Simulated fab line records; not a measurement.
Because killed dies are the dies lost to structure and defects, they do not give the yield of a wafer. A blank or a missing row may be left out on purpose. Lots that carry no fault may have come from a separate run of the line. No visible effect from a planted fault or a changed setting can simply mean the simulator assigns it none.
What tool caused it? / flow sky130 / 24 lots with 72 wafers sampled at 6 steps, on a route of 708 steps

## WHAT THE GAUGES SHOWED, per wafer
SKY_VIA3_RS_MEAS_22: a four-point-probe measurement. Usual: VIA3_W_RS gives 0.295 ohm/sq (standard deviation 0.0049).
lot=L074; measured=day 39 23:04; on=film metro-04; VIA3_W_RS (ohm/sq)=0.291 0.293 0.293; flag=
lot=L075; measured=day 40 08:14; on=film metro-01; VIA3_W_RS (ohm/sq)=0.298 0.291 0.294; flag=
lot=L076; measured=day 40 12:18; on=film metro-04; VIA3_W_RS (ohm/sq)=0.300 0.298 0.301; flag=
lot=L077; measured=day 40 14:32; on=film metro-03; VIA3_W_RS (ohm/sq)=0.292 0.290 0.287; flag=
lot=L078; measured=day 40 22:35; on=film metro-03; VIA3_W_RS (ohm/sq)=0.304 0.302 0.297; flag=
lot=L079; measured=day 41 06:08; on=film metro-01; VIA3_W_RS (ohm/sq)=0.287 0.292 0.285; flag=
lot=L080; measured=day 41 14:33; on=film metro-01; VIA3_W_RS (ohm/sq)=0.294 0.289 0.298; flag=
lot=L081; measured=day 42 01:35; on=film metro-04; VIA3_W_RS (ohm/sq)=0.297 0.299 0.294; flag=
lot=L082; measured=day 42 07:05; on=film metro-01; VIA3_W_RS (ohm/sq)=0.297 0.297 0.294; flag=
lot=L083; measured=day 42 08:19; on=film metro-04; VIA3_W_RS (ohm/sq)=0.292 0.292 0.290; flag=
lot=L084; measured=day 42 18:04; on=film metro-03; VIA3_W_RS (ohm/sq)=0.296 0.299 0.301; flag=
lot=L085; measured=day 42 19:13; on=film metro-04; VIA3_W_RS (ohm/sq)=0.298 0.302 0.300; flag=
lot=L086; measured=day 43 08:32; on=film metro-03; VIA3_W_RS (ohm/sq)=0.300 0.300 0.299; flag=
lot=L087; measured=day 43 09:39; on=film metro-03; VIA3_W_RS (ohm/sq)=0.290 0.294 0.287; flag=
lot=L088; measured=day 43 16:40; on=film metro-04; VIA3_W_RS (ohm/sq)=0.296 0.297 0.295; flag=
lot=L089; measured=day 44 04:29; on=film metro-01; VIA3_W_RS (ohm/sq)=0.291 0.291 0.286; flag=
lot=L090; measured=day 44 10:23; on=film metro-03; VIA3_W_RS (ohm/sq)=0.292 0.298 0.291; flag=
lot=L091; measured=day 44 13:21; on=film metro-03; VIA3_W_RS (ohm/sq)=0.302 0.301 0.297; flag=
lot=L092; measured=day 44 13:37; on=film metro-03; VIA3_W_RS (ohm/sq)=0.291 0.295 0.290; flag=
lot=L093; measured=day 45 04:43; on=film metro-01; VIA3_W_RS (ohm/sq)=0.298 0.295 0.296; flag=
lot=L094; measured=day 45 09:13; on=film metro-03; VIA3_W_RS (ohm/sq)=0.296 0.297 0.296; flag=
lot=L095; measured=day 45 12:22; on=film metro-03; VIA3_W_RS (ohm/sq)=0.295 0.293 0.297; flag=
lot=L096; measured=day 45 17:57; on=film metro-03; VIA3_W_RS (ohm/sq)=0.291 0.292 0.294; flag=
lot=L097; measured=day 45 23:06; on=film metro-01; VIA3_W_RS (ohm/sq)=0.302 0.292 0.293; flag=

SKY_METAL5_RS_MEAS_05: a four-point-probe measurement. Usual: METAL5_ALCU_RS gives 0.0270 ohm/sq (standard deviation 0.0003).
lot=L074; measured=day 43 03:17; on=film metro-02; METAL5_ALCU_RS (ohm/sq)=0.0268 0.0270 0.0270; flag=
lot=L075; measured=day 43 12:15; on=film metro-04; METAL5_ALCU_RS (ohm/sq)=0.0272 0.0270 0.0273; flag=
lot=L076; measured=day 43 15:35; on=film metro-03; METAL5_ALCU_RS (ohm/sq)=0.0267 0.0267 0.0267; flag=
lot=L077; measured=day 43 17:35; on=film metro-02; METAL5_ALCU_RS (ohm/sq)=0.0271 0.0272 0.0270; flag=
lot=L078; measured=day 44 00:01; on=film metro-03; METAL5_ALCU_RS (ohm/sq)=0.0270 0.0271 0.0270; flag=
lot=L079; measured=day 44 08:19; on=film metro-02; METAL5_ALCU_RS (ohm/sq)=0.0272 0.0270 0.0274; flag=
lot=L080; measured=day 44 15:51; on=film metro-02; METAL5_ALCU_RS (ohm/sq)=0.0275 0.0270 0.0274; flag=
lot=L081; measured=day 45 02:21; on=film metro-04; METAL5_ALCU_RS (ohm/sq)=0.0268 0.0269 0.0270; flag=
lot=L082; measured=day 45 06:31; on=film metro-02; METAL5_ALCU_RS (ohm/sq)=0.0273 0.0275 0.0276; flag=
lot=L083; measured=day 45 08:59; on=film metro-02; METAL5_ALCU_RS (ohm/sq)=0.0270 0.0272 0.0271; flag=
lot=L084; measured=day 45 16:29; on=film metro-02; METAL5_ALCU_RS (ohm/sq)=0.0273 0.0269 0.0274; flag=
lot=L085; measured=day 45 18:07; on=film metro-02; METAL5_ALCU_RS (ohm/sq)=0.0270 0.0271 0.0270; flag=
lot=L086; measured=day 46 07:24; on=film metro-02; METAL5_ALCU_RS (ohm/sq)=0.0271 0.0272 0.0273; flag=
lot=L087; measured=day 46 08:36; on=film metro-03; METAL5_ALCU_RS (ohm/sq)=0.0261 0.0264 0.0262; flag=
lot=L088; measured=day 46 13:08; on=film metro-03; METAL5_ALCU_RS (ohm/sq)=0.0270 0.0268 0.0268; flag=
lot=L089; measured=day 47 00:02; on=film metro-02; METAL5_ALCU_RS (ohm/sq)=0.0264 0.0262 0.0263; flag=
lot=L090; measured=day 47 05:58; on=film metro-04; METAL5_ALCU_RS (ohm/sq)=0.0270 0.0271 0.0268; flag=
lot=L091; measured=day 47 08:35; on=film metro-04; METAL5_ALCU_RS (ohm/sq)=0.0269 0.0272 0.0268; flag=
lot=L092; measured=day 47 09:31; on=film metro-03; METAL5_ALCU_RS (ohm/sq)=0.0269 0.0270 0.0270; flag=
lot=L093; measured=day 47 21:33; on=film metro-04; METAL5_ALCU_RS (ohm/sq)=0.0273 0.0275 0.0272; flag=
lot=L094; measured=day 48 03:32; on=film metro-02; METAL5_ALCU_RS (ohm/sq)=0.0269 0.0267 0.0269; flag=
lot=L095; measured=day 48 05:47; on=film metro-03; METAL5_ALCU_RS (ohm/sq)=0.0271 0.0268 0.0265; flag=
lot=L096; measured=day 48 11:32; on=film metro-02; METAL5_ALCU_RS (ohm/sq)=0.0270 0.0269 0.0270; flag=
lot=L097; measured=day 48 13:50; on=film metro-02; METAL5_ALCU_RS (ohm/sq)=0.0270 0.0269 0.0267; flag=

SKY_PASSIVATION_THK_MEAS_03. Usual: PASSIVATION_CVD_02_THK gives 539 nm (standard deviation 7.1).
lot=L074; measured=day 44 02:59; on=film metro-04; PASSIVATION_CVD_02_THK (nm)=541 542 541; flag=
lot=L075; measured=day 44 12:14; on=film metro-01; PASSIVATION_CVD_02_THK (nm)=526 530 527; flag=
lot=L076; measured=day 44 15:09; on=film metro-03; PASSIVATION_CVD_02_THK (nm)=537 547 544; flag=
lot=L077; measured=day 44 17:09; on=film metro-03; PASSIVATION_CVD_02_THK (nm)=526 531 546; flag=
lot=L078; measured=day 44 23:45; on=film metro-04; PASSIVATION_CVD_02_THK (nm)=534 547 541; flag=
lot=L079; measured=day 45 06:25; on=film metro-04; PASSIVATION_CVD_02_THK (nm)=539 549 551; flag=
lot=L080; measured=day 45 14:31; on=film metro-01; PASSIVATION_CVD_02_THK (nm)=545 542 546; flag=
lot=L081; measured=day 46 00:53; on=film metro-03; PASSIVATION_CVD_02_THK (nm)=536 545 546; flag=
lot=L082; measured=day 46 05:06; on=film metro-01; PASSIVATION_CVD_02_THK (nm)=536 545 542; flag=
lot=L083; measured=day 46 07:07; on=film metro-03; PASSIVATION_CVD_02_THK (nm)=523 535 535; flag=
lot=L084; measured=day 46 14:29; on=film metro-01; PASSIVATION_CVD_02_THK (nm)=546 540 547; flag=
lot=L085; measured=day 46 16:23; on=film metro-04; PASSIVATION_CVD_02_THK (nm)=534 534 546; flag=
lot=L086; measured=day 47 04:24; on=film metro-03; PASSIVATION_CVD_02_THK (nm)=533 537 539; flag=
lot=L087; measured=day 47 06:20; on=film metro-01; PASSIVATION_CVD_02_THK (nm)=534 545 544; flag=
lot=L088; measured=day 47 10:01; on=film metro-03; PASSIVATION_CVD_02_THK (nm)=533 539 540; flag=
lot=L089; measured=day 47 20:31; on=film metro-04; PASSIVATION_CVD_02_THK (nm)=544 545 547; flag=
lot=L090; measured=day 48 02:31; on=film metro-03; PASSIVATION_CVD_02_THK (nm)=525 539 533; flag=
lot=L091; measured=day 48 04:56; on=film metro-01; PASSIVATION_CVD_02_THK (nm)=536 529 535; flag=
lot=L092; measured=day 48 06:37; on=film metro-01; PASSIVATION_CVD_02_THK (nm)=531 528 540; flag=
lot=L093; measured=day 48 18:10; on=film metro-01; PASSIVATION_CVD_02_THK (nm)=531 530 541; flag=
lot=L094; measured=day 48 23:07; on=film metro-04; PASSIVATION_CVD_02_THK (nm)=529 530 535; flag=
lot=L095; measured=day 49 01:10; on=film metro-04; PASSIVATION_CVD_02_THK (nm)=530 533 539; flag=
lot=L096; measured=day 49 06:02; on=film metro-03; PASSIVATION_CVD_02_THK (nm)=538 548 544; flag=
lot=L097; measured=day 49 08:19; on=film metro-04; PASSIVATION_CVD_02_THK (nm)=534 546 553; flag=

## EACH LOT AND THE TOOL THAT RAN IT (in order: tool; ch and the chambers of the sampled wafers; start)
lot=L074; SKY_CAPM_SPUTTER_02=pvd sputter-02, day 36 15:55; SKY_METAL3_STRIP_19=plasma asher-01 ch 0,1, day 38 19:55; SKY_METAL4_SPUTTER_01=pvd sputter-04, day 39 23:34
lot=L075; SKY_CAPM_SPUTTER_02=pvd sputter-03, day 37 01:00; SKY_METAL3_STRIP_19=plasma asher-01 ch 1, day 39 05:40; SKY_METAL4_SPUTTER_01=pvd sputter-03, day 40 08:44
lot=L076; SKY_CAPM_SPUTTER_02=pvd sputter-04, day 37 06:40; SKY_METAL3_STRIP_19=plasma asher-04 ch 0,1, day 39 10:09; SKY_METAL4_SPUTTER_01=pvd sputter-04, day 40 12:46
lot=L077; SKY_CAPM_SPUTTER_02=pvd sputter-03, day 37 08:14; SKY_METAL3_STRIP_19=plasma asher-01 ch 0,1, day 39 12:13; SKY_METAL4_SPUTTER_01=pvd sputter-04, day 40 15:02
lot=L078; SKY_CAPM_SPUTTER_02=pvd sputter-03, day 37 17:23; SKY_METAL3_STRIP_19=plasma asher-01 ch 1, day 39 20:07; SKY_METAL4_SPUTTER_01=pvd sputter-03, day 40 23:04
lot=L079; SKY_CAPM_SPUTTER_02=pvd sputter-03, day 38 01:01; SKY_METAL3_STRIP_19=plasma asher-04 ch 0,1, day 40 03:34; SKY_METAL4_SPUTTER_01=pvd sputter-03, day 41 06:36
lot=L080; SKY_CAPM_SPUTTER_02=pvd sputter-03, day 38 09:12; SKY_METAL3_STRIP_19=plasma asher-04 ch 0,1, day 40 11:59; SKY_METAL4_SPUTTER_01=pvd sputter-03, day 41 15:01
lot=L081; SKY_CAPM_SPUTTER_02=pvd sputter-03, day 38 20:56; SKY_METAL3_STRIP_19=plasma asher-04 ch 0,1, day 40 23:07; SKY_METAL4_SPUTTER_01=pvd sputter-04, day 42 02:17
lot=L082; SKY_CAPM_SPUTTER_02=pvd sputter-03, day 39 03:02; SKY_METAL3_STRIP_19=plasma asher-03 ch 0,1, day 41 05:00; SKY_METAL4_SPUTTER_01=pvd sputter-03, day 42 07:34
lot=L083; SKY_CAPM_SPUTTER_02=pvd sputter-03, day 39 04:25; SKY_METAL3_STRIP_19=plasma asher-04 ch 0,1, day 41 06:16; SKY_METAL4_SPUTTER_01=pvd sputter-04, day 42 08:49
lot=L084; SKY_CAPM_SPUTTER_02=pvd sputter-03, day 39 13:29; SKY_METAL3_STRIP_19=plasma asher-03 ch 0,1, day 41 15:38; SKY_METAL4_SPUTTER_01=pvd sputter-04, day 42 18:34
lot=L085; SKY_CAPM_SPUTTER_02=pvd sputter-03, day 39 15:36; SKY_METAL3_STRIP_19=plasma asher-03 ch 0,1, day 41 17:16; SKY_METAL4_SPUTTER_01=pvd sputter-03, day 42 19:43
lot=L086; SKY_CAPM_SPUTTER_02=pvd sputter-04, day 40 06:46; SKY_METAL3_STRIP_19=plasma asher-04 ch 0,1, day 42 07:14; SKY_METAL4_SPUTTER_01=pvd sputter-03, day 43 09:01
lot=L087; SKY_CAPM_SPUTTER_02=pvd sputter-04, day 40 07:07; SKY_METAL3_STRIP_19=plasma asher-03 ch 0,1, day 42 08:16; SKY_METAL4_SPUTTER_01=pvd sputter-04, day 43 10:08
lot=L088; SKY_CAPM_SPUTTER_02=pvd sputter-03, day 40 14:14; SKY_METAL3_STRIP_19=plasma asher-01 ch 0,1, day 42 15:37; SKY_METAL4_SPUTTER_01=pvd sputter-01, day 43 17:11
lot=L089; SKY_CAPM_SPUTTER_02=pvd sputter-03, day 41 02:51; SKY_METAL3_STRIP_19=plasma asher-03 ch 0,1, day 43 03:19; SKY_METAL4_SPUTTER_01=pvd sputter-01, day 44 05:11
lot=L090; SKY_CAPM_SPUTTER_02=pvd sputter-03, day 41 10:11; SKY_METAL3_STRIP_19=plasma asher-03 ch 0,1, day 43 10:43; SKY_METAL4_SPUTTER_01=pvd sputter-01, day 44 10:59
lot=L091; SKY_CAPM_SPUTTER_02=pvd sputter-03, day 41 11:31; SKY_METAL3_STRIP_19=plasma asher-01 ch 0,1, day 43 11:49; SKY_METAL4_SPUTTER_01=pvd sputter-04, day 44 13:51
lot=L092; SKY_CAPM_SPUTTER_02=pvd sputter-03, day 41 13:06; SKY_METAL3_STRIP_19=plasma asher-04 ch 0,1, day 43 13:07; SKY_METAL4_SPUTTER_01=pvd sputter-04, day 44 14:07
lot=L093; SKY_CAPM_SPUTTER_02=pvd sputter-04, day 42 06:25; SKY_METAL3_STRIP_19=plasma asher-04 ch 0,1, day 44 04:46; SKY_METAL4_SPUTTER_01=pvd sputter-04, day 45 05:13
lot=L094; SKY_CAPM_SPUTTER_02=pvd sputter-03, day 42 09:22; SKY_METAL3_STRIP_19=plasma asher-04 ch 0,1, day 44 09:01; SKY_METAL4_SPUTTER_01=pvd sputter-04, day 45 09:43
lot=L095; SKY_CAPM_SPUTTER_02=pvd sputter-03, day 42 13:03; SKY_METAL3_STRIP_19=plasma asher-01 ch 0,1, day 44 12:22; SKY_METAL4_SPUTTER_01=pvd sputter-04, day 45 12:53
lot=L096; SKY_CAPM_SPUTTER_02=pvd sputter-03, day 42 20:29; SKY_METAL3_STRIP_19=plasma asher-03 ch 0,1, day 44 18:37; SKY_METAL4_SPUTTER_01=pvd sputter-04, day 45 18:25
lot=L097; SKY_CAPM_SPUTTER_02=pvd sputter-03, day 43 01:12; SKY_METAL3_STRIP_19=plasma asher-03 ch 1, day 44 23:10; SKY_METAL4_SPUTTER_01=pvd sputter-01, day 45 23:36
- SKY_CAPM_SPUTTER_02: material TiN, target thk 200 nm, time 166.7 s.
- SKY_METAL3_STRIP_19: strips in O2/N2.
- SKY_METAL4_SPUTTER_01: material TiN, target thk 20 nm, time 16.7 s.

## WHAT THE TOOLS THEMSELVES READ (means of the sampled wafers that have a number; where no wafer has one, the mark that the record gives instead)
SKY_CAPM_SPUTTER_02. Usual: cathode dc power W 6500.1 W, standard deviation 1.2; throttle valve pct 29.4 %, standard deviation 0.82.
lot=L074; tool=pvd sputter-02; cathode dc power W (W)=6500.8; throttle valve pct (%)=29.8; flag=
lot=L075; tool=pvd sputter-03; cathode dc power W (W)=6500.4; throttle valve pct (%)=29.3; flag=
lot=L076; tool=pvd sputter-04; cathode dc power W (W)=6501.2; throttle valve pct (%)=29.0; flag=
lot=L077; tool=pvd sputter-03; cathode dc power W (W)=6500.1; throttle valve pct (%)=29.4; flag=
lot=L078; tool=pvd sputter-03; cathode dc power W (W)=6498.4; throttle valve pct (%)=29.4; flag=
lot=L079; tool=pvd sputter-03; cathode dc power W (W)=6500.6; throttle valve pct (%)=29.0; flag=
lot=L080; tool=pvd sputter-03; cathode dc power W (W)=6500.3; throttle valve pct (%)=28.6; flag=
lot=L081; tool=pvd sputter-03; cathode dc power W (W)=6499.2; throttle valve pct (%)=29.4; flag=
lot=L082; tool=pvd sputter-03; cathode dc power W (W)=6500.4; throttle valve pct (%)=29.2; flag=
lot=L083; tool=pvd sputter-03; cathode dc power W (W)=6500.0; throttle valve pct (%)=29.7; flag=
lot=L084; tool=pvd sputter-03; cathode dc power W (W)=6501.4; throttle valve pct (%)=29.2; flag=
lot=L085; tool=pvd sputter-03; cathode dc power W (W)=6500.5; throttle valve pct (%)=29.2; flag=
lot=L086; tool=pvd sputter-04; cathode dc power W (W)=6499.4; throttle valve pct (%)=30.2; flag=
lot=L087; tool=pvd sputter-04; cathode dc power W (W)=6500.2; throttle valve pct (%)=30.2; flag=
lot=L088; tool=pvd sputter-03; cathode dc power W (W)=6500.9; throttle valve pct (%)=29.4; flag=
lot=L089; tool=pvd sputter-03; cathode dc power W (W)=6500.4; throttle valve pct (%)=29.7; flag=
lot=L090; tool=pvd sputter-03; cathode dc power W (W)=6500.6; throttle valve pct (%)=29.7; flag=
lot=L091; tool=pvd sputter-03; cathode dc power W (W)=6500.2; throttle valve pct (%)=29.3; flag=
lot=L092; tool=pvd sputter-03; cathode dc power W (W)=6500.3; throttle valve pct (%)=30.0; flag=
lot=L093; tool=pvd sputter-04; cathode dc power W (W)=6500.2; throttle valve pct (%)=29.2; flag=
lot=L094; tool=pvd sputter-03; cathode dc power W (W)=6499.7; throttle valve pct (%)=29.3; flag=
lot=L095; tool=pvd sputter-03; cathode dc power W (W)=6500.5; throttle valve pct (%)=29.5; flag=
lot=L096; tool=pvd sputter-03; cathode dc power W (W)=6499.2; throttle valve pct (%)=29.5; flag=
lot=L097; tool=pvd sputter-03; cathode dc power W (W)=6500.0; throttle valve pct (%)=28.6; flag=

SKY_METAL3_STRIP_19. Usual: drypump motor current A 5.86 A, standard deviation 0.24; n2 flow sccm 300.1 sccm, standard deviation 0.85; oes product au 0.502 a.u., standard deviation 0.006; strip time to endpoint s 6.53 s, standard deviation 0.094.
lot=L074; tool=plasma asher-01; drypump motor current A (A)=5.81; n2 flow sccm (sccm)=300.0; oes product au (a.u.)=0.503; strip time to endpoint s (s)=6.56; flag=
lot=L075; tool=plasma asher-01; drypump motor current A (A)=6.01; n2 flow sccm (sccm)=300.5; oes product au (a.u.)=0.499; strip time to endpoint s (s)=6.58; flag=
lot=L076; tool=plasma asher-04; drypump motor current A (A)=5.76; n2 flow sccm (sccm)=300.5; oes product au (a.u.)=0.499; strip time to endpoint s (s)=6.54; flag=
lot=L077; tool=plasma asher-01; drypump motor current A (A)=5.62; n2 flow sccm (sccm)=299.1; oes product au (a.u.)=0.498; strip time to endpoint s (s)=6.47; flag=
lot=L078; tool=plasma asher-01; drypump motor current A (A)=6.00; n2 flow sccm (sccm)=299.4; oes product au (a.u.)=0.497; strip time to endpoint s (s)=6.46; flag=
lot=L079; tool=plasma asher-04; drypump motor current A (A)=5.76; n2 flow sccm (sccm)=299.0; oes product au (a.u.)=0.498; strip time to endpoint s (s)=6.50; flag=
lot=L080; tool=plasma asher-04; drypump motor current A (A)=5.76; n2 flow sccm (sccm)=299.4; oes product au (a.u.)=0.504; strip time to endpoint s (s)=6.57; flag=
lot=L081; tool=plasma asher-04; drypump motor current A (A)=5.81; n2 flow sccm (sccm)=300.4; oes product au (a.u.)=0.502; strip time to endpoint s (s)=6.62; flag=
lot=L082; tool=plasma asher-03; drypump motor current A (A)=6.05; n2 flow sccm (sccm)=300.0; oes product au (a.u.)=0.496; strip time to endpoint s (s)=6.40; flag=
lot=L083; tool=plasma asher-04; drypump motor current A (A)=5.82; n2 flow sccm (sccm)=300.3; oes product au (a.u.)=0.508; strip time to endpoint s (s)=6.60; flag=
lot=L084; tool=plasma asher-03; drypump motor current A (A)=6.04; n2 flow sccm (sccm)=301.0; oes product au (a.u.)=0.504; strip time to endpoint s (s)=6.55; flag=
lot=L085; tool=plasma asher-03; drypump motor current A (A)=6.03; n2 flow sccm (sccm)=300.5; oes product au (a.u.)=0.497; strip time to endpoint s (s)=6.55; flag=
lot=L086; tool=plasma asher-04; drypump motor current A (A)=5.75; n2 flow sccm (sccm)=301.0; oes product au (a.u.)=0.500; strip time to endpoint s (s)=6.51; flag=
lot=L087; tool=plasma asher-03; drypump motor current A (A)=6.12; n2 flow sccm (sccm)=298.9; oes product au (a.u.)=0.506; strip time to endpoint s (s)=6.49; flag=
lot=L088; tool=plasma asher-01; drypump motor current A (A)=5.63; n2 flow sccm (sccm)=299.7; oes product au (a.u.)=0.501; strip time to endpoint s (s)=6.53; flag=
lot=L089; tool=plasma asher-03; drypump motor current A (A)=6.13; n2 flow sccm (sccm)=300.1; oes product au (a.u.)=0.504; strip time to endpoint s (s)=6.58; flag=
lot=L090; tool=plasma asher-03; drypump motor current A (A)=6.04; n2 flow sccm (sccm)=299.7; oes product au (a.u.)=0.506; strip time to endpoint s (s)=6.58; flag=
lot=L091; tool=plasma asher-01; drypump motor current A (A)=5.81; n2 flow sccm (sccm)=300.3; oes product au (a.u.)=0.497; strip time to endpoint s (s)=6.45; flag=
lot=L092; tool=plasma asher-04; drypump motor current A (A)=5.73; n2 flow sccm (sccm)=300.8; oes product au (a.u.)=0.503; strip time to endpoint s (s)=6.52; flag=
lot=L093; tool=plasma asher-04; drypump motor current A (A)=5.73; n2 flow sccm (sccm)=299.8; oes product au (a.u.)=0.510; strip time to endpoint s (s)=6.60; flag=
lot=L094; tool=plasma asher-04; drypump motor current A (A)=5.74; n2 flow sccm (sccm)=300.3; oes product au (a.u.)=0.506; strip time to endpoint s (s)=6.68; flag=
lot=L095; tool=plasma asher-01; drypump motor current A (A)=5.80; n2 flow sccm (sccm)=300.8; oes product au (a.u.)=0.500; strip time to endpoint s (s)=6.56; flag=
lot=L096; tool=plasma asher-03; drypump motor current A (A)=6.12; n2 flow sccm (sccm)=299.8; oes product au (a.u.)=0.503; strip time to endpoint s (s)=6.62; flag=
lot=L097; tool=plasma asher-03; drypump motor current A (A)=6.22; n2 flow sccm (sccm)=299.6; oes product au (a.u.)=0.502; strip time to endpoint s (s)=6.51; flag=

SKY_METAL4_SPUTTER_01. Usual: cathode dc power W 6500.2 W, standard deviation 1.3; throttle valve pct 29.4 %, standard deviation 0.84.
lot=L074; tool=pvd sputter-04; cathode dc power W (W)=6499.5; throttle valve pct (%)=29.3; flag=
lot=L075; tool=pvd sputter-03; cathode dc power W (W)=6500.4; throttle valve pct (%)=28.8; flag=
lot=L076; tool=pvd sputter-04; cathode dc power W (W)=6500.6; throttle valve pct (%)=29.8; flag=
lot=L077; tool=pvd sputter-04; cathode dc power W (W)=6499.7; throttle valve pct (%)=30.2; flag=
lot=L078; tool=pvd sputter-03; cathode dc power W (W)=6500.4; throttle valve pct (%)=29.7; flag=
lot=L079; tool=pvd sputter-03; cathode dc power W (W)=6499.5; throttle valve pct (%)=29.1; flag=
lot=L080; tool=pvd sputter-03; cathode dc power W (W)=6499.9; throttle valve pct (%)=29.3; flag=
lot=L081; tool=pvd sputter-04; cathode dc power W (W)=6501.0; throttle valve pct (%)=29.5; flag=
lot=L082; tool=pvd sputter-03; cathode dc power W (W)=6500.7; throttle valve pct (%)=28.8; flag=
lot=L083; tool=pvd sputter-04; cathode dc power W (W)=6500.6; throttle valve pct (%)=29.4; flag=
lot=L084; tool=pvd sputter-04; cathode dc power W (W)=6500.5; throttle valve pct (%)=29.1; flag=
lot=L085; tool=pvd sputter-03; cathode dc power W (W)=6500.5; throttle valve pct (%)=29.0; flag=
lot=L086; tool=pvd sputter-03; cathode dc power W (W)=6500.2; throttle valve pct (%)=29.1; flag=
lot=L087; tool=pvd sputter-04; cathode dc power W (W)=6499.6; throttle valve pct (%)=30.2; flag=
lot=L088; tool=pvd sputter-01; cathode dc power W (W)=6500.4; throttle valve pct (%)=29.3; flag=
lot=L089; tool=pvd sputter-01; cathode dc power W (W)=6500.0; throttle valve pct (%)=29.5; flag=
lot=L090; tool=pvd sputter-01; cathode dc power W (W)=6499.9; throttle valve pct (%)=29.7; flag=
lot=L091; tool=pvd sputter-04; cathode dc power W (W)=6500.0; throttle valve pct (%)=29.7; flag=
lot=L092; tool=pvd sputter-04; cathode dc power W (W)=6500.0; throttle valve pct (%)=29.3; flag=
lot=L093; tool=pvd sputter-04; cathode dc power W (W)=6500.3; throttle valve pct (%)=29.6; flag=
lot=L094; tool=pvd sputter-04; cathode dc power W (W)=6501.0; throttle valve pct (%)=29.5; flag=
lot=L095; tool=pvd sputter-04; cathode dc power W (W)=6500.3; throttle valve pct (%)=30.0; flag=
lot=L096; tool=pvd sputter-04; cathode dc power W (W)=6499.6; throttle valve pct (%)=28.7; flag=
lot=L097; tool=pvd sputter-01; cathode dc power W (W)=6500.5; throttle valve pct (%)=29.9; flag=

## THE ANSWER, worked out from the rows above alone
Rule: lot off if the mean of its wafers having a number is beyond 3 standard deviations from the usual mean. Also off: a lot with no number at a reading for which 4 or more lots have one. All remaining lots with rows at the step are treated as sound. First the gauges in route order, then the tools' own readings, where a lot's mean is used as printed above. At the first step where some lot is off, the reading lying furthest off is the one used; lots without a number count as furthest.
No lot is off at any reading shown: from this, nothing can be told.

## WHAT THE SIMULATOR HAD PUT IN
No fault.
